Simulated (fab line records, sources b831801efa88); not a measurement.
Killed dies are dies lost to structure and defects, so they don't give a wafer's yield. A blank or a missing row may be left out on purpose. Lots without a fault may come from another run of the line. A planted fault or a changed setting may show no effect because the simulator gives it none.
A struck lot beside a sound one | flow sfq_line | 20 steps out of a route of 325
Sound: wafers L423.1, L423.2, L423.6. Struck: wafers L427.1, L427.5, L427.6. The cause comes at the end.
At each step with rows: each side's tool, then ch and its chambers, then its first start. Under that, the readings that differ: sound wafers | struck wafers | difference of the means | sigmas: that difference in standard deviations of wafers without a fault.
alike: readings whose means differ by less than 2 such deviations, and words and numbers that are the same on both sides. not compared: withheld readings, readings that some wafer has no value for, bounds like >300 that may hide the same value, and numbers for which the record gives no deviation and whose values overlap.
The two part at a step that has a row with sigmas, a row that says differs or no value, or rows on one side only. Numbers that don't overlap but have no deviation are shown without sigmas and don't part them. A reading that every wafer of one side lacks parts them only if that side has two wafers or more.

first, 2 steps without rows for these wafers: SFQ_TRILAYER_L0_VIA_LITHO_PEB_016 (peb time 60 s); SFQ_TRILAYER_L0_VIA_LITHO_DEVELOP_015 (time 60 s).
SFQ_L0V_OVL_MEAS_903:
  sound on overlay-01, day 5 17:53; struck on overlay-01, day 7 00:10
  alike: L0V_OVL
then, 1 step without rows for these wafers: SFQ_TRILAYER_L0_VIA_BARC_OPEN_VIA_ETCH_021 (etches BARC in O2, target depth 125 nm, time 41.7 s).
SFQ_TRILAYER_L0_VIA_ETCH_VIA_ETCH_016: etches SiO2 in CHF3, stops on MoNx KI, target depth 80 nm.
  sound on rie_diel-03 ch 1,3, day 5 17:57; struck on rie_diel-03 ch 2,3, day 7 00:14
  alike: drypump_motor_current_A, oes_product_au
SFQ_TRILAYER_L0_VIA_STRIP_STRIP_017: strips in O2.
  sound on rie_metal-03 ch 0,1, day 5 18:00; struck on rie_metal-03 ch 0,1, day 7 00:17
  alike: drypump_motor_current_A, oes_product_au
  not compared: rf_hours_counter_h
then, 2 steps without rows for these wafers: SFQ_TRILAYER_L0_VIA_STRIP_SOLV_CLEAN_018 (cleans in NMP, time 600 s); SFQ_TRILAYER_M0_DEP_PRE_CLEAN_020 (time 15 s).
SFQ_TRILAYER_M0_DEP_SPUTTER_019: material Nb, target thk 200 nm, time 133.3 s.
  sound on pvd_sputter-04, day 5 18:48; struck on pvd_sputter-05, day 7 01:05
  alike: throttle_valve_pct
SFQ_M0_RS_MEAS_904: measures by four-point-probe.
  sound on film_metro-04, day 5 18:53; struck on film_metro-04, day 7 01:10
  alike: M0_NB_RS
then, 1 step without rows for these wafers: SFQ_TRILAYER_M0_LITHO_COAT_026 (resist thk 62 nm).
SFQ_TRILAYER_M0_LITHO_COAT_021: resist thk 600 nm.
  sound on litho_track-01 ch 0, day 5 19:22; struck on litho_track-01 ch 0, day 7 01:39
  reading                                             | sound                | struck               | difference | sigmas
  spin_speed_rpm (rpm)                                | 3001.4 3003.0 3001.8 | 2781.2 2782.3 2779.1 | -221.2     | -99 or more
  model.KrF_of_TRILAYER_M0_LITHO_COAT_021.thk_nm (nm) | 598.4 600 599.7      | 625.7 624.8 624.9    | +25.8      |
then, 4 steps without rows for these wafers: SFQ_TRILAYER_M0_LITHO_SOFTBAKE_025; SFQ_TRILAYER_M0_LITHO_EXPOSE_022 (exposes mask M0, target cd 500 nm); SFQ_TRILAYER_M0_LITHO_PEB_024 (peb time 60 s); SFQ_TRILAYER_M0_LITHO_DEVELOP_023 (time 60 s).
-- the record jumps here: 4 days lie between the struck wafers' starts before and after --
SFQ_M0_OVL_MEAS_906:
  sound on overlay-02, day 9 03:19; struck on overlay-01, day 10 16:19
  alike: M0_OVL
SFQ_TRILAYER_M0_BARC_OPEN_METAL_ETCH_031: etches BARC in O2, target depth 125 nm, time 41.7 s.
  sound on rie_metal-04 ch 0,1, day 9 03:20; struck on rie_metal-02 ch 0,1, day 10 16:20
  alike: drypump_motor_current_A, oes_product_au
  not compared: rf_hours_counter_h
SFQ_TRILAYER_M0_ETCH_METAL_ETCH_024: etches Nb in Cl2/Ar, stops on SiO2, target depth 240 nm, time 120 s.
  sound on rie_metal-04 ch 0,1, day 9 03:25; struck on rie_metal-02 ch 0,1, day 10 16:24
  reading                                             | sound             | struck          | difference | sigmas
  model.KrF_of_TRILAYER_M0_LITHO_COAT_021.thk_nm (nm) | 377.9 377.7 376.6 | 409.4 409 407.9 | +31.4      |
  alike: drypump_motor_current_A, oes_product_au
  not compared: rf_hours_counter_h
SFQ_TRILAYER_M0_STRIP_STRIP_025: strips in O2.
  sound on rie_metal-04 ch 0,1, day 9 03:35; struck on rie_metal-02 ch 0,1, day 10 16:32
  alike: drypump_motor_current_A, oes_product_au
  not compared: rf_hours_counter_h

WHERE THEY PART
Only at SFQ_TRILAYER_M0_LITHO_COAT_021, within this record. Later steps at which nothing parts them and some readings are alike: SFQ_M0_OVL_MEAS_906, SFQ_TRILAYER_M0_BARC_OPEN_METAL_ETCH_031, SFQ_TRILAYER_M0_ETCH_METAL_ETCH_024, SFQ_TRILAYER_M0_STRIP_STRIP_025.

WHY: what the simulator had put in
Process parameter drift: litho_track-01, from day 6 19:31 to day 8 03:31, at SFQ_TRILAYER_M0_LITHO_COAT_021. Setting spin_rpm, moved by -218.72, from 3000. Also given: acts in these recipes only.
